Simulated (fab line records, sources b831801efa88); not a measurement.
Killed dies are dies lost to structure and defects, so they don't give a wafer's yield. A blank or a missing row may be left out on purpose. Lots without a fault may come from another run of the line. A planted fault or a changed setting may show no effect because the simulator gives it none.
fab line records | flow sfq_line
record lots=14 wafers=42 last_day=80
route steps=325 shown M3@119
lots that met no fault: from a run of the same line without faults
start_h: hours from the record's first day to the start of the lot's first wafer shown | wait_h: hours since the lot's step before | " the same as in the row above | L1.1+2: a row that stands for several wafers | - no value, or no start given | * or withheld: withheld | < > ~ a bound
route shown NAME@n: a module of which the file shows steps, and the number in the route of the first | usual: mean/standard deviation of fault-free wafers | same: alike in all rows | chamber/n: place in a boat | sites: the reading at each site | _std_site: their standard deviation | _edge_site: outer sites' mean less inner sites' | radius_mm: how far each site lies from the wafer's centre | mask NAME#n: copy n | behind: the tool/chamber that last shaped the wafer | hold: why the lot was held/for how many hours/how that ended | device: the transistor (n, p or np) that didn't switch | end of line: the same wafers' tests at the end of the route | a step without rows: its recipe alone | killed: dies lost to structure and defects at the first sort, not the wafer's yield | map: a wafer's dies, x killed, . not, _ none there
set.NAME: the setting as run; set.NAME@STEP: as run at that earlier step | model.NAME: the simulator's own value behind a step, which no gauge read
steps of the route over a sample of lots; a table a step, a row a wafer
services: from which hour (start_h, from the record's first day; less than 0 if before it) a tool's chamber was out of use, for how many hours, and why
## steps
# step SFQ_TRILAYER_M3_DEP_SPUTTER_073
# recipe material=Nb base_pressure_pa=1.33e-06 chamber_pressure_pa=0.1333 substrate_temp_c=20 resputter_cathode_voltage_v=400 target_thk_nm=200 power_w=2000 time_s=133.3
# usual resputter_cathode_voltage_v=400/4.3 throttle_valve_pct=30.5/1.1
# columns lot.wafer tool chamber start_h wait_h resputter_cathode_voltage_v throttle_valve_pct
L244.1 pvd_sputter-05 - 531.63 0.0 397 31.3
L244.5 " - " " 395 30.3
L244.6 " - " " 395 31.2
L246.1 pvd_sputter-06 - 555.14 0.0 407 28.9
L246.2 " - " " 402 28.1
L246.5 " - " " 395 28.7
L247.4 pvd_sputter-06 - 566.97 0.0 405 28.6
L247.5 " - " " 399 29.5
L247.6 " - " " 395 30.9
L249.1 pvd_sputter-04 - 582.57 0.0 411 30.8
L249.2 " - " " 403 31.6
L249.4 " - " " 403 30.3
L250.1 pvd_sputter-04 - 588.57 0.0 395 30.5
L250.3 " - " " 403 29.9
L250.5 " - " " 400 31.2
L252.4 pvd_sputter-06 - 608.87 0.0 403 28.5
L252.5 " - " " 400 28.4
L252.6 " - " " 398 28.5
L253.1 pvd_sputter-05 - 611.27 0.0 396 30.6
L253.2 " - " " 405 31.2
L253.4 " - " " 400 30.2
L257.1 pvd_sputter-05 - 642.47 0.0 397 30.7
L257.3 " - " " 398 31.6
L257.6 " - " " 398 31.8
L260.3 pvd_sputter-06 - 666.78 0.0 402 28.5
L260.5 " - " " 393 30.7
L260.6 " - " " 405 29.4
L261.1 pvd_sputter-06 - 671.60 0.0 401 30.8
L261.4 " - " " 401 28.3
L261.6 " - " " 401 28.5
L262.2 pvd_sputter-04 - 685.97 0.0 397 30.7
L262.3 " - " " 391 31.8
L262.5 " - " " 403 30.8
L264.1 pvd_sputter-04 - 707.57 0.0 392 30.0
L264.2 " - " " 399 31.5
L264.6 " - " " 396 31.2
L265.2 pvd_sputter-05 - 712.37 0.0 405 30.3
L265.4 " - " " 396 31.9
L265.6 " - " " 398 30.3
L266.1 pvd_sputter-04 - 719.58 0.0 396 31.1
L266.3 " - " " 399 31.8
L266.5 " - " " 403 31.2
# step SFQ_M3_RS_MEAS_919
# recipe thk_meas_gauge=four-point-probe reads=Nb_of_TRILAYER_M3_DEP_SPUTTER_073
# usual M3_NB_RS=0.889/0.012
# columns lot.wafer tool chamber start_h wait_h M3_NB_RS[ohm/sq]
L244.1 film_metro-02 - 531.72 0.0 0.875
L244.5 " - " " 0.878
L244.6 " - " " 0.875
L246.1 film_metro-02 - 555.23 0.0 0.861
L246.2 " - " " 0.890
L246.5 " - " " 0.859
L247.4 film_metro-02 - 567.12 0.1 0.872
L247.5 " - " " 0.913
L247.6 " - " " 0.900
L249.1 film_metro-02 - 582.66 0.0 0.881
L249.2 " - " " 0.881
L249.4 " - " " 0.872
L250.1 film_metro-01 - 588.66 0.0 0.896
L250.3 " - " " 0.893
L250.5 " - " " 0.883
L252.4 film_metro-02 - 609.02 0.1 0.871
L252.5 " - " " 0.907
L252.6 " - " " 0.874
L253.1 film_metro-04 - 611.36 0.0 0.885
L253.2 " - " " 0.866
L253.4 " - " " 0.882
L257.1 film_metro-01 - 642.56 0.0 0.885
L257.3 " - " " 0.904
L257.6 " - " " 0.901
L260.3 film_metro-02 - 666.91 0.1 1.045
L260.5 " - " " 1.062
L260.6 " - " " 1.051
L261.1 film_metro-02 - 671.69 0.1 1.052
L261.4 " - " " 1.015
L261.6 " - " " 1.019
L262.2 film_metro-02 - 686.08 0.1 0.895
L262.3 " - " " 0.891
L262.5 " - " " 0.891
L264.1 film_metro-02 - 707.66 0.0 0.876
L264.2 " - " " 0.886
L264.6 " - " " 0.881
L265.2 film_metro-01 - 712.48 0.1 0.890
L265.4 " - " " 0.894
L265.6 " - " " 0.887
L266.1 film_metro-01 - 719.67 0.0 0.882
L266.3 " - " " 0.886
L266.5 " - " " 0.877
# step SFQ_TRILAYER_M3_ETCH_METAL_ETCH_078
# recipe target=Nb stop_on=SiO2 mask_material=PR chemistry=Cl2/Ar target_depth_nm=240 icp_w=600 bias_w=80 pressure_mtorr=10 time_s=120
# usual drypump_motor_current_A=5.19/0.16 he_backside_leak_sccm=3.46/0.24 oes_product_au=0.894/0.0087
# columns lot.wafer tool chamber start_h wait_h drypump_motor_current_A he_backside_leak_sccm oes_product_au rf_hours_counter_h
L244.1 rie_metal-03 1 629.57 0.0 5.37 3.47 0.908 18
L244.5 " 0 " " 5.29 3.38 0.910 -
L244.6 " 1 " " 5.40 3.54 0.904 -
L246.1 rie_metal-01 0 654.32 0.0 5.05 3.20 0.913 86
L246.2 " 1 " " 5.17 3.46 0.897 58
L246.5 " 0 " " 5.08 3.52 0.912 -
L247.4 rie_metal-01 1 669.51 0.1 5.15 3.55 0.902 -
L247.5 " 0 " " 5.05 3.44 0.874 -
L247.6 " 1 " " 5.14 3.59 0.887 -
L249.1 rie_metal-03 0 686.27 0.0 5.33 3.42 0.906 38
L249.2 " 1 " " 5.40 3.43 0.900 30
L249.4 " 1 " " 5.37 3.40 0.906 -
L250.1 rie_metal-04 1 692.27 0.0 4.86 3.47 0.883 76
L250.3 " 1 " " 4.87 3.40 0.892 -
L250.5 " 0 " " 5.05 3.32 0.910 -
L252.4 rie_metal-03 1 707.91 0.1 5.41 3.47 0.907 -
L252.5 " 0 " " 5.30 3.42 0.883 -
L252.6 " 1 " " 5.40 3.45 0.908 -
L253.1 rie_metal-03 1 710.27 0.0 5.40 3.51 0.897 34
L253.2 " 0 " " 5.31 3.51 0.907 42
L253.4 " 0 " " 5.30 3.43 0.902 -
L257.1 rie_metal-01 0 737.87 0.0 5.06 3.38 0.895 102
L257.3 " 0 " " 5.06 3.00 0.888 -
L257.6 " 1 " " 5.14 3.51 0.884 -
L260.3 rie_metal-01 0 759.51 0.1 5.09 3.18 0.826 -
L260.5 " 0 " " 5.09 3.32 0.806 -
L260.6 " 1 " " 5.18 3.58 0.814 -
L261.1 rie_metal-01 1 764.27 0.0 5.16 3.65 0.813 78
L261.4 " 1 " " 5.16 3.67 0.827 -
L261.6 " 0 " " 5.05 3.38 0.827 -
L262.2 rie_metal-01 1 779.77 0.0 5.18 3.72 0.889 80
L262.3 " 1 " " 5.17 3.76 0.887 -
L262.5 " 1 " " 5.17 3.76 0.893 -
L264.1 rie_metal-03 1 792.97 0.0 5.41 3.42 0.892 48
L264.2 " 0 " " 5.28 3.39 0.892 57
L264.6 " 0 " " 5.29 3.39 0.902 -
L265.2 rie_metal-04 0 796.57 0.0 5.05 3.18 0.892 71
L265.4 " 0 " " 5.04 3.11 0.891 -
L265.6 " 1 " " 4.87 3.56 0.884 -
L266.1 rie_metal-01 1 802.57 0.0 5.16 3.47 0.902 85
L266.3 " 0 " " 5.08 3.57 0.895 -
L266.5 " 0 " " 5.07 3.64 0.899 -
## services
# columns tool chamber start_h hours kind
rie_metal-03 0 508.63 - clean
rie_metal-03 0 508.63 13.3 scheduled_down
rie_metal-03 0 508.63 13.3 vent_cycle
pvd_sputter-05 1 518.75 - consumable_replace:kit
pvd_sputter-05 1 518.75 18.0 scheduled_down
pvd_sputter-05 1 518.75 18.0 vent_cycle
rie_metal-03 - 530.76 5.5 repair
rie_metal-03 1 536.24 - clean
rie_metal-03 1 536.24 16.1 scheduled_down
rie_metal-03 1 536.24 16.1 vent_cycle
pvd_sputter-06 - 580.27 2.5 repair
pvd_sputter-04 - 591.57 6.2 repair
pvd_sputter-05 - 625.48 2.4 repair
pvd_sputter-05 - 677.30 1.0 repair
pvd_sputter-04 0 686.13 - consumable_replace:kit
pvd_sputter-04 0 686.13 18.0 scheduled_down
pvd_sputter-04 0 686.13 18.0 vent_cycle
rie_metal-04 1 749.18 16.4 repair
pvd_sputter-06 - 750.62 3.7 repair
pvd_sputter-05 - 769.17 4.1 repair
pvd_sputter-06 1 769.83 - consumable_replace:kit
pvd_sputter-06 1 769.83 18.0 scheduled_down
pvd_sputter-06 1 769.83 18.0 vent_cycle
## key
first_sign step=SFQ_M3_RS_MEAS_919 reading=M3_NB_RS direction=up sigmas=13 usual=0.889 struck=1.041
effect step=SFQ_TRILAYER_M3_ETCH_METAL_ETCH_078 reading=oes_product_au direction=down sigmas=8.7 usual=0.894 struck=0.819
met_at SFQ_TRILAYER_M3_DEP_SPUTTER_073
struck_lots L260,L261
onset_between 608.87 666.78
fault kind=process_parameter_drift tool=pvd_sputter-06 chamber=- onset_h=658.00 steps=SFQ_TRILAYER_M3_DEP_SPUTTER_073 channel=time_s offset=* shape=step end_h=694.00 acts_in=* stated=*
